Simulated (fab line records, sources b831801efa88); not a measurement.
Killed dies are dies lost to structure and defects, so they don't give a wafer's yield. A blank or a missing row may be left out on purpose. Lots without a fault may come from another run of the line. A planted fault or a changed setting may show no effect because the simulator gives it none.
Which tool did it? | flow sky130 | 12 lots, 36 wafers sampled, at 3 steps of a route of 708

WHAT THE GAUGES READ, wafer by wafer
SKY_LOCAL_INTERCONNECT_THK_MEAS_02: measures by xrf.
lot  | measured     | on            | LOCAL_INTERCONNECT_TIN_THK (nm)
L686 | day 30 06:38 | film_metro-02 | 99.3 99.7 99.9
L687 | day 30 18:29 | film_metro-03 | 101.5 100.9 102.1
L693 | day 32 22:26 | film_metro-04 | 99.3 99.1 100.2
L694 | day 33 05:44 | film_metro-04 | 99.1 100.3 100.0
L695 | day 33 12:43 | film_metro-02 | 102.5 102.7 103.3
L698 | day 34 13:04 | film_metro-04 | 99.8 99.9 100.3
L700 | day 35 01:14 | film_metro-03 | 97.6 98.3 98.0
L701 | day 35 09:52 | film_metro-04 | 102.0 101.8 100.9
L702 | day 35 20:46 | film_metro-04 | 100.4 99.8 99.5
L704 | day 36 09:10 | film_metro-02 | 99.9 99.6 100.4
L706 | day 36 12:31 | film_metro-04 | 99.3 99.4 99.7
L705 | day 36 14:20 | film_metro-04 | 99.1 98.9 100.0

WHICH TOOL RAN EACH LOT (tool, then ch and the chambers of the sampled wafers, then the start)
lot  | SKY_LI_CONTACT_CMP_02         | SKY_LOCAL_INTERCONNECT_SPUTTER_00
L686 | cmp-01 ch 2,3, day 29 00:46   | pvd_sputter-01, day 30 06:26
L687 | cmp-01 ch 0,3, day 29 13:19   | pvd_sputter-02, day 30 18:18
L693 | cmp-02 ch 0,1,2, day 31 16:04 | pvd_sputter-01, day 32 22:15
L694 | cmp-01 ch 0,3, day 32 00:55   | pvd_sputter-01, day 33 05:32
L695 | cmp-02 ch 0,2, day 32 08:16   | pvd_sputter-02, day 33 12:32
L698 | cmp-01 ch 0,1, day 33 09:00   | pvd_sputter-02, day 34 12:52
L700 | cmp-02 ch 1,2, day 33 21:34   | pvd_sputter-02, day 35 01:02
L701 | cmp-01 ch 0,3, day 34 05:40   | pvd_sputter-02, day 35 09:39
L702 | cmp-02 ch 0,1,2, day 34 17:22 | pvd_sputter-03, day 35 20:34
L704 | cmp-02 ch 1,2,3, day 35 05:36 | pvd_sputter-01, day 36 08:59
L706 | cmp-01 ch 1,3, day 35 08:26   | pvd_sputter-01, day 36 12:20
L705 | cmp-01 ch 0,1,3, day 35 10:25 | pvd_sputter-03, day 36 14:08
- SKY_LI_CONTACT_CMP_02: polishes PSG.
- SKY_LOCAL_INTERCONNECT_SPUTTER_00: material TiN, target thk 100 nm, time 83.3 s.

WHAT THE TOOLS THEMSELVES READ (means of the sampled wafers that have a number; where no wafer has one, the mark that the record gives instead)
SKY_LI_CONTACT_CMP_02.
lot  | tool   | motor_current_A (A) | time_to_endpoint_s (s)
L686 | cmp-01 | 11.7                | 40.8
L687 | cmp-01 | 12.8                | 35.4
L693 | cmp-02 | 11.7                | 37.2
L694 | cmp-01 | 13.0                | 38.4
L695 | cmp-02 | 11.9                | 36.0
L698 | cmp-01 | 12.9                | 39.0
L700 | cmp-02 | 12.5                | 36.7
L701 | cmp-01 | 13.1                | 36.3
L702 | cmp-02 | 12.1                | 37.4
L704 | cmp-02 | 12.6                | 36.5
L706 | cmp-01 | 12.4                | 37.4
L705 | cmp-01 | 12.8                | 38.4

SKY_LOCAL_INTERCONNECT_SPUTTER_00.
lot  | tool           | cathode_dc_power_W (W) | throttle_valve_pct (%)
L686 | pvd_sputter-01 | 6500.1                 | 29.1
L687 | pvd_sputter-02 | 6499.9                 | 28.8
L693 | pvd_sputter-01 | 6499.9                 | 29.1
L694 | pvd_sputter-01 | 6500.3                 | 28.7
L695 | pvd_sputter-02 | 6499.8                 | 29.1
L698 | pvd_sputter-02 | 6499.9                 | 29.3
L700 | pvd_sputter-02 | 6499.9                 | 29.4
L701 | pvd_sputter-02 | 6499.2                 | 28.5
L702 | pvd_sputter-03 | 6500.3                 | 30.2
L704 | pvd_sputter-01 | 6499.3                 | 30.3
L706 | pvd_sputter-01 | 6500.6                 | 29.1
L705 | pvd_sputter-03 | 6499.8                 | 29.8

THE ANSWER, worked out from the rows above alone
Rule: what is usual is taken from the lots themselves. Put in order of their means at a reading, lots are off if they are a third of the lots or fewer, leave a main group of 4 or more, and stand apart from it by a gap of 3 or more times the standard deviation of the main group's means; of several such gaps the widest counts. A main group whose means are all the same, to the digits that the tables above print for the reading, isn't used. A lot without any number at a reading at which 4 lots or more have one is off too. The other lots that the step has rows for count as sound. The gauges are gone through in route order, then the tools' own readings, and for those a lot's mean is taken as printed above. The first step at which some lot is off is used, and at that step the reading that is off furthest; a lot without a number counts as furthest.
No lot is off at any reading shown: from this, nothing can be told.

WHAT THE SIMULATOR HAD PUT IN
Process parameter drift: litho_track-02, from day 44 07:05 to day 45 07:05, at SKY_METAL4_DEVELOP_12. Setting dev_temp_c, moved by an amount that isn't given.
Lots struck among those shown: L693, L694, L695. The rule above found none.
